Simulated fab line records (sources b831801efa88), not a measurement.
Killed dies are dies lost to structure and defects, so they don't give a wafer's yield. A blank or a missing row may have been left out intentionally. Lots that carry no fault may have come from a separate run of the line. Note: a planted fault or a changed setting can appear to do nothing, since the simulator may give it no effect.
Matching of chambers | flow sky130 | SKY_PASSIVATION_CVD_02 on pecvd-02 has 3 sister chambers
The step deposits Si3N4, target thk 540 nm. 3 wafers are shown with their chamber, then 7 later ones without.

== WAFERS PAIRED WITH THEIR CHAMBERS ==
wafer  | chamber | heater power w (W)
L806.4 | 2       | 703
L809.3 | 1       | 851
L809.4 | 0       | 506

== WAFERS MISSING THEIR CHAMBER ==
wafer  | heater power w (W)
L809.5 | 873
L813.1 | 491
L813.2 | 760
L813.4 | 553
L820.4 | 675
L820.5 | 480
L820.6 | 942

== WHICH CHAMBER EACH ONE RAN IN ==
wafer  | from the rows above     | in truth
L809.5 | 1                       | 1
L813.1 | 0                       | 0
L813.2 | can't be placed: 2 or 1 | 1
L813.4 | 0                       | 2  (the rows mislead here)
L820.4 | 2                       | 2
L820.5 | 0                       | 0
L820.6 | 1                       | 1
Correctly placed: 5 of 7. Can't be placed from these rows: 1 (the true chamber is among the candidates in 1). Placed wrongly: 1.
How it was worked out, from the rows above alone: a wafer's distance from a chamber is the root of the sum, over the readings, of the square of ((its reading less the chamber's mean) divided by the reading's scatter). If the next closest chamber is less than 2 further off than the closest, the wafer can't be placed; otherwise it belongs to the closest. Each chamber's mean is taken over the wafers shown for it. The scatter (one wafer shown for each chamber): square how far every hidden wafer sits from the nearest shown wafer, average those squares and take the square root.
